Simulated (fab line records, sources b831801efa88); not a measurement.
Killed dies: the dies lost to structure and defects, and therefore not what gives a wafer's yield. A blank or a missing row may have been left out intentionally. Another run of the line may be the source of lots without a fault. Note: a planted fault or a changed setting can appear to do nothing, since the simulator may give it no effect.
Chamber matching	flow sky130	SKY_LI_CONTACT_CMP_02 on cmp-01: 4 sister chambers
The step polishes PSG. 14 wafers are shown with their chamber, then 7 later ones without.

WAFERS WITH THEIR CHAMBER
wafer	chamber	motorCurrentA (A)	timeToEndpointS (s)
L686.2	2	11.4	40.2
L686.4	3	12.6	40.1
L686.6	2	11.2	42.2
L687.1	3	12.2	36.0
L687.5	0	13.8	35.9
L687.6	3	12.5	34.2
L694.2	3	12.3	37.3
L694.4	0	13.8	40.4
L694.6	3	13.0	37.4
L698.2	0	13.9	40.0
L698.4	1	11.4	39.3
L698.6	0	13.3	37.6
L701.4	0	13.2	37.7
L701.5	3	12.1	35.9

SIGNATURES (averages over the wafers above)
reading	chamber 0	chamber 1	chamber 2	chamber 3	scatter within a chamber
motorCurrentA	13.600	11.400	11.300	12.450	0.312
timeToEndpointS	38.320	39.300	41.200	36.817	1.89
Rule: a wafer's distance from a chamber is the root of the sum, over the readings, of the square of ((its reading less the chamber's mean) divided by the reading's scatter). If the next closest chamber is less than 2 further off than the closest, the wafer can't be placed; otherwise it belongs to the closest. The scatter: the root of (the sum of the squares of (reading less its chamber's mean) over the shown wafers, divided by (wafers less chambers)).

WAFERS MISSING THEIR CHAMBER
wafer	motorCurrentA (A)	timeToEndpointS (s)
L701.6	13.9	35.4
L706.1	12.7	40.4
L706.4	12.7	33.1
L706.5	11.8	38.6
L705.2	14.3	35.9
L705.3	11.9	39.1
L705.4	12.2	40.2

THE CHAMBER EACH PASSED THROUGH
wafer	from the rows above	in truth
L701.6	0	0
L706.1	can't be placed: 3 or 0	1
L706.4	can't be placed: 3 or 0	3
L706.5	can't be placed: 1 or 2 or 3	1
L705.2	0	0
L705.3	can't be placed: 1 or 3 or 2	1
L705.4	can't be placed: 3 or 1 or 2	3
Correct placement for 2 of the 7. Unplaceable from these rows: 5, with the true chamber sitting among the candidates in 4. Placed wrongly: 0.
